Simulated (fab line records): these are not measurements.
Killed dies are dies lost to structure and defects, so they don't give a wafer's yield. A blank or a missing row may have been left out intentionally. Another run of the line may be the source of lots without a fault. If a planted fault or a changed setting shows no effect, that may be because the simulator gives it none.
2 desks looking at one fault + flow gf180mcu + each desk holds nothing but its own numbers, with what lay behind them at the end

== THE TOOL OWNER'S DESK: lpcvd-01 ==
The tool's own readings at GF_POLY_GATE_CVD_00 (deposits poly-Si, target thk 200 nm, time 1200 s): means of the sampled wafers that have a number, for each lot that ran on this tool. Any lot whose mean is over 4 standard deviations away from the usual mean is out of limits and marked OUT; that distance is given in the brackets.
Columns: A = spikeTcCentreC at GF_POLY_GATE_CVD_00, usual 620.7 C; B = spikeTcLowerC at GF_POLY_GATE_CVD_00, usual 621.0 C; C = spikeTcTopC at GF_POLY_GATE_CVD_00, usual 638.1 C; D = spikeTcUpperC at GF_POLY_GATE_CVD_00, usual 619.7 C; E = susceptorTempC at GF_POLY_GATE_CVD_00, usual 620.0 C; F = zonePowerCentrePct at GF_POLY_GATE_CVD_00, usual 8.5 %
| lot  | first seen here | A                | B                | C     | D                | E               | F   |
|------|-----------------|------------------|------------------|-------|------------------|-----------------|-----|
| L345 | day 8 23:43     | 619.8            | 619.0            | 640.1 | 619.9            | 619.9           | 8.0 |
| L347 | day 9 19:35     | 622.8            | 621.4            | 636.6 | 619.2            | 619.7           | 9.2 |
| L349 | day 10 04:10    | 618.4            | 619.2            | 638.7 | 620.4            | 620.1           | 8.1 |
| L350 | day 10 14:56    | 620.4            | 618.9            | 639.2 | 619.0            | 619.8           | 8.0 |
| L352 | day 11 01:09    | 619.2            | 620.0            | 639.0 | 620.0            | 620.0           | 8.0 |
| L359 | day 13 01:14    | 631.1 (+7.5) OUT | 630.2 (+7.1) OUT | 644.0 | 628.0 (+6.9) OUT | 628.8 (+28) OUT | 9.5 |
This desk finds L359 out of limits, L359 being first, at day 13 01:14 (spikeTcCentreC at GF_POLY_GATE_CVD_00). In limits: L345, L347, L349, L350, L352.

== METROLOGY DESK ==
Lot by lot, what the gauges showed, no matter which tool ran the lot: averages of those sampled wafers that carry a number. Any lot whose mean is over 4 standard deviations away from the usual mean is out of limits and marked OUT; that distance is given in the brackets.
Columns: A = NWELL_TW at GF_NWELL_TW_MEAS_11, usual 1586; B = VT_IMPLANT_3_TW at GF_VT_IMPLANT_TW_MEAS_32, usual 267; C = POLY_GATE_CVD_00_THK at GF_POLY_GATE_THK_MEAS_01, usual 200.7 nm
| lot  | first seen here | A    | B   | C               |
|------|-----------------|------|-----|-----------------|
| L345 | day 3 18:31     | 1583 | 263 | 201.8           |
| L347 | day 4 06:31     | 1598 | 272 | 200.2           |
| L348 | day 4 11:24     | 1594 | 262 | 204.1           |
| L349 | day 4 15:35     | 1587 | 273 | 201.4           |
| L350 | day 4 22:16     | 1594 | 263 | 200.8           |
| L351 | day 5 05:19     | 1586 | 272 | 203.5           |
| L352 | day 5 08:31     | 1587 | 273 | 199.2           |
| L354 | day 5 19:24     | 1584 | 263 | 201.8           |
| L359 | day 6 23:08     | 1588 | 271 | 247.6 (+28) OUT |
| L363 | day 7 20:41     | 1590 | 267 | 199.7           |
| L364 | day 8 02:53     | 1584 | 271 | 200.8           |
| L365 | day 8 08:43     | 1578 | 273 | 197.4           |
Finding of this desk: L359 out of limits, first seen on L359 at day 13 02:36 (POLY_GATE_CVD_00_THK at GF_POLY_GATE_THK_MEAS_01). In limits: L345, L347, L348, L349, L350, L351, L352, L354, L363, L364, L365.

== PUT TOGETHER ==
At day 13 01:14, on L359, the tool owner's desk was in a position to raise an alarm.
The metrology desk could have raised an alarm at day 13 02:36, on L359.
On lpcvd-01, each named lot ran GF_POLY_GATE_CVD_00.

== WHAT THE SIMULATOR PUT IN ==
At GF_POLY_GATE_CVD_00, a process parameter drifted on lpcvd-01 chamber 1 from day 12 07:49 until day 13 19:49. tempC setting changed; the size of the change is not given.
Lots struck among those shown: L359.
Hours from the fault's start to each desk's first reading out of limits: the tool owner's desk, 17; the metrology desk, 19.
